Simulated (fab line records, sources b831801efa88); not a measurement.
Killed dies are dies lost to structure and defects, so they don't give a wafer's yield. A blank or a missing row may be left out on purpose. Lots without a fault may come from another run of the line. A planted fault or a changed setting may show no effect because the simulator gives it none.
fab line records | flow gf180mcu | part 2 of 2: steps 29 to 39 of 39
record lots=5 wafers=15 last_day=35
route steps=602 shown V2@383 M3@409
lots that met no fault: from a run of the same line without faults
start_h: hours from the record's first day to the start of the lot's first wafer shown | wait_h: hours since the lot's step before | " the same as in the row above | L1.1+2: a row that stands for several wafers | - no value, or no start given | * or withheld: withheld | < > ~ a bound
route shown NAME@n: a module of which the file shows steps, and the number in the route of the first | usual: mean/standard deviation of fault-free wafers | same: alike in all rows | chamber/n: place in a boat | sites: the reading at each site | _std_site: their standard deviation | _edge_site: outer sites' mean less inner sites' | radius_mm: how far each site lies from the wafer's centre | mask NAME#n: copy n | behind: the tool/chamber that last shaped the wafer | hold: why the lot was held/for how many hours/how that ended | device: the transistor (n, p or np) that didn't switch | end of line: the same wafers' tests at the end of the route | a step without rows: its recipe alone | killed: dies lost to structure and defects at the first sort, not the wafer's yield | map: a wafer's dies, x killed, . not, _ none there
set.NAME: the setting as run; set.NAME@STEP: as run at that earlier step | model.NAME: the simulator's own value behind a step, which no gauge read
lots at some steps of the route; a table a step, a row a wafer
services: from which hour (start_h, from the record's first day; less than 0 if before it) a tool's chamber was out of use, for how many hours, and why
## steps
# step GF_M3_SPUTTER_02
# recipe material=AlCu target_thk_nm=450 power_w=10600 time_s=23.9 chamber_pressure_pa=0.4
# usual throttle_valve_pct=29.8/1.4
# columns lot.wafer tool chamber start_h wait_h throttle_valve_pct
L074.2 pvd_sputter-01 - 475.35 0.0 28.2
L074.3 " - " " 31.3
L074.6 " - " " 31.5
L085.2 pvd_sputter-01 - 580.65 0.0 31.4
L085.5 " - " " 27.5
L085.6 " - " " 29.8
L086.2 pvd_sputter-02 - 583.92 0.0 28.7
L086.4 " - " " 29.7
L086.6 " - " " 29.3
L089.2 pvd_sputter-02 - 606.37 0.0 29.0
L089.3 " - " " 30.7
L089.5 " - " " 29.8
L096.4 pvd_sputter-02 - 668.79 0.0 28.6
L096.5 " - " " 30.0
L096.6 " - " " 29.0
# step GF_M3_SPUTTER_03
# recipe material=Ti target_thk_nm=10 substrate_temp_c=300 chamber_pressure_pa=0.3 power_w=3000 time_s=6.7
# usual substrate_temp_c=299.99/0.18 throttle_valve_pct=29.8/1.4
# columns lot.wafer tool chamber start_h wait_h substrate_temp_c throttle_valve_pct
L074.2 pvd_sputter-01 - 475.38 0.0 300.21 27.9
L074.3 " - " " 299.80 31.7
L074.6 " - " " 299.95 31.5
L085.2 pvd_sputter-01 - 580.68 0.0 300.37 31.2
L085.5 " - " " 299.88 27.7
L085.6 " - " " 299.79 29.9
L086.2 pvd_sputter-02 - 583.95 0.0 299.86 28.9
L086.4 " - " " 300.32 29.8
L086.6 " - " " 300.01 29.1
L089.2 pvd_sputter-02 - 606.40 0.0 299.82 29.2
L089.3 " - " " 300.21 30.7
L089.5 " - " " 299.80 29.5
L096.4 pvd_sputter-02 - 668.82 0.0 299.89 28.8
L096.5 " - " " 299.87 29.7
L096.6 " - " " 299.75 29.3
# step GF_M3_SPUTTER_04
# recipe material=TiN target_thk_nm=50 power_w=6411 time_s=41.7 chamber_pressure_pa=0.4
# usual throttle_valve_pct=29.8/1.4
# columns lot.wafer tool chamber start_h wait_h throttle_valve_pct
L074.2 pvd_sputter-01 - 475.40 0.0 28.2
L074.3 " - " " 31.3
L074.6 " - " " 31.6
L085.2 pvd_sputter-01 - 580.70 0.0 31.5
L085.5 " - " " 27.7
L085.6 " - " " 29.7
L086.2 pvd_sputter-02 - 583.97 0.0 28.9
L086.4 " - " " 29.7
L086.6 " - " " 29.2
L089.2 pvd_sputter-02 - 606.42 0.0 29.4
L089.3 " - " " 30.8
L089.5 " - " " 29.9
L096.4 pvd_sputter-02 - 668.84 0.0 28.9
L096.5 " - " " 29.7
L096.6 " - " " 29.1
# step GF_M3_RS_MEAS_05
# recipe thk_meas_gauge=four-point-probe reads=TiN_of_M3_SPUTTER_04+Ti_of_M3_SPUTTER_03+AlCu_of_M3_SPUTTER_02+TiN_of_M3_SPUTTER_01+Ti_of_M3_SPUTTER_00
# usual M3_ALCU_RS=0.0696/0.00085
# columns lot.wafer tool chamber start_h wait_h M3_ALCU_RS[ohm/sq]
L074.2 film_metro-04 - 475.46 0.0 0.0699
L074.3 " - " " 0.0706
L074.6 " - " " 0.0704
L085.2 film_metro-01 - 580.76 0.0 0.0716
L085.5 " - " " 0.0708
L085.6 " - " " 0.0716
L086.2 film_metro-04 - 584.03 0.0 0.0691
L086.4 " - " " 0.0694
L086.6 " - " " 0.0691
L089.2 film_metro-04 - 606.48 0.0 0.0694
L089.3 " - " " 0.0696
L089.5 " - " " 0.0692
L096.4 film_metro-01 - 668.94 0.1 0.0702
L096.5 " - " " 0.0700
L096.6 " - " " 0.0706
# step GF_M3_THK_MEAS_06
# recipe thk_meas_gauge=xrf reads=AlCu_of_M3_SPUTTER_02
# usual M3_ALCU_THK=445/5.9
# columns lot.wafer tool chamber start_h wait_h M3_ALCU_THK[nm]
L074.2 film_metro-04 - 475.57 0.1 442
L074.3 " - " " 434
L074.6 " - " " 435
L085.2 film_metro-01 - 580.87 0.1 430
L085.5 " - " " 438
L085.6 " - " " 431
L086.2 film_metro-04 - 584.14 0.1 440
L086.4 " - " " 441
L086.6 " - " " 443
L089.2 film_metro-04 - 606.59 0.1 450
L089.3 " - " " 448
L089.5 " - " " 448
L096.4 film_metro-01 - 669.03 0.1 443
L096.5 " - " " 445
L096.6 " - " " 443
# step GF_M3_DEHYDRATE_07
# recipe temp_c=200 time_s=60
# columns lot.wafer tool chamber start_h wait_h
L074.2+3+6 litho_track-01 0 486.53 10.9
L085.2+5+6 litho_track-04 0 590.13 9.3
L086.2+4+6 litho_track-01 0 594.23 10.1
L089.2+3+5 litho_track-01 0 616.58 10.0
L096.4+5+6 litho_track-04 0 676.68 7.6
# step GF_M3_HMDS_08
# recipe prime_time_s=60 prime_temp_c=120
# columns lot.wafer tool chamber start_h wait_h
L074.2+3+6 litho_track-01 0 486.68 0.1
L085.2+5+6 litho_track-04 0 590.28 0.1
L086.2+4+6 litho_track-01 0 594.38 0.1
L089.2+3+5 litho_track-01 0 616.73 0.1
L096.4+5+6 litho_track-04 0 676.83 0.1
# step GF_M3_COAT_09
# recipe resist=KrF spin_rpm=withheld resist_thk_nm=1000
# usual dispense_pressure_kPa=48/4.7
# columns lot.wafer tool chamber start_h wait_h dispense_pressure_kPa
L074.2 litho_track-01 0 486.83 0.1 43
L074.3 " 0 " " 43
L074.6 " 0 " " 43
L085.2 litho_track-04 0 590.43 0.1 54
L085.5 " 0 " " 54
L085.6 " 0 " " 54
L086.2 litho_track-01 0 594.53 0.1 43
L086.4 " 0 " " 43
L086.6 " 0 " " 43
L089.2 litho_track-01 0 616.88 0.1 43
L089.3 " 0 " " 43
L089.5 " 0 " " 43
L096.4 litho_track-04 0 676.98 0.1 54
L096.5 " 0 " " 54
L096.6 " 0 " " 54
# step GF_M3_SOFTBAKE_10
# recipe temp_c=130 time_s=60 resist=KrF
# columns lot.wafer tool chamber start_h wait_h
L074.2+3+6 litho_track-01 0 486.98 0.1
L085.2+5+6 litho_track-04 0 590.58 0.1
L086.2+4+6 litho_track-01 0 594.68 0.1
L089.2+3+5 litho_track-01 0 617.03 0.1
L096.4+5+6 litho_track-04 0 677.13 0.1
# step GF_M3_EXPOSE_11
# recipe mask_id=Metal3 target_cd_nm=280 na=0.68 source_shape=conventional sigma_outer=0.6 dose_mj=28
# usual exposure_dose_mJ_cm2=27.98/0.03 stage_vel_mm_s=500.00/0.26
# same sigma_outer=0.6
# columns lot.wafer tool chamber start_h wait_h mask exposure_dose_mJ_cm2 stage_vel_mm_s
L074.2 krf_scanner-01 0 - - Metal3#0 28.00 499.90
L074.3 " 0 " " Metal3#0 27.99 499.54
L074.6 " 0 " " Metal3#0 28.03 499.95
L085.2 krf_scanner-02 0 - - Metal3#0 27.98 499.80
L085.5 " 0 " " Metal3#0 27.96 499.99
L085.6 " 0 " " Metal3#0 27.98 499.86
L086.2 krf_scanner-01 0 - - Metal3#0 27.95 499.91
L086.4 " 0 " " Metal3#0 27.96 499.52
L086.6 " 0 " " Metal3#0 27.92 500.18
L089.2 krf_scanner-01 0 - - Metal3#0 28.02 500.23
L089.3 " 0 " " Metal3#0 27.98 500.06
L089.5 " 0 " " Metal3#0 28.00 500.08
L096.4 krf_scanner-02 0 - - Metal3#0 28.02 500.46
L096.5 " 0 " " Metal3#0 27.98 500.42
L096.6 " 0 " " Metal3#0 27.95 500.00
# step GF_M3_PEB_12
# recipe peb_temp_c=135 peb_time_s=90 resist=KrF
# columns lot.wafer tool chamber start_h wait_h
L074.2+3+6 litho_track-01 0 - -
L085.2+5+6 litho_track-01 0 - -
L086.2+4+6 litho_track-04 0 - -
L089.2+3+5 litho_track-03 0 - -
L096.4+5+6 litho_track-04 0 - -
## services
# columns tool chamber start_h hours kind
krf_scanner-02 - 438.49 3.2 repair
krf_scanner-02 - 457.09 1.1 repair
pvd_sputter-02 - 493.07 5.3 repair
krf_scanner-02 - 502.98 0.3 repair
cmp-02 - 518.96 1.6 repair
pvd_sputter-01 - 523.20 2.3 repair
rie_diel-01 2 536.32 2.6 repair
cmp-02 - 541.22 1.8 repair
krf_scanner-02 - 543.76 1.0 pm
rie_diel-01 0 546.71 5.3 repair
cmp-02 - 551.82 0.3 repair
krf_scanner-02 - 571.85 1.3 pm
cmp-02 - 572.62 4.0 pm
pvd_sputter-01 - 578.48 1.2 repair
krf_scanner-02 - 589.91 0.8 pm
rie_diel-01 1 596.94 4.0 repair
rie_diel-01 - 600.41 0.4 repair
rie_diel-01 1 610.06 2.7 repair
cmp-02 - 624.80 3.8 repair
rie_diel-01 3 626.89 2.0 repair
cmp-02 - 640.30 1.3 repair
cmp-02 - 657.46 9.1 repair
pvd_sputter-01 - 662.46 1.7 repair
cmp-02 - 670.06 1.8 repair
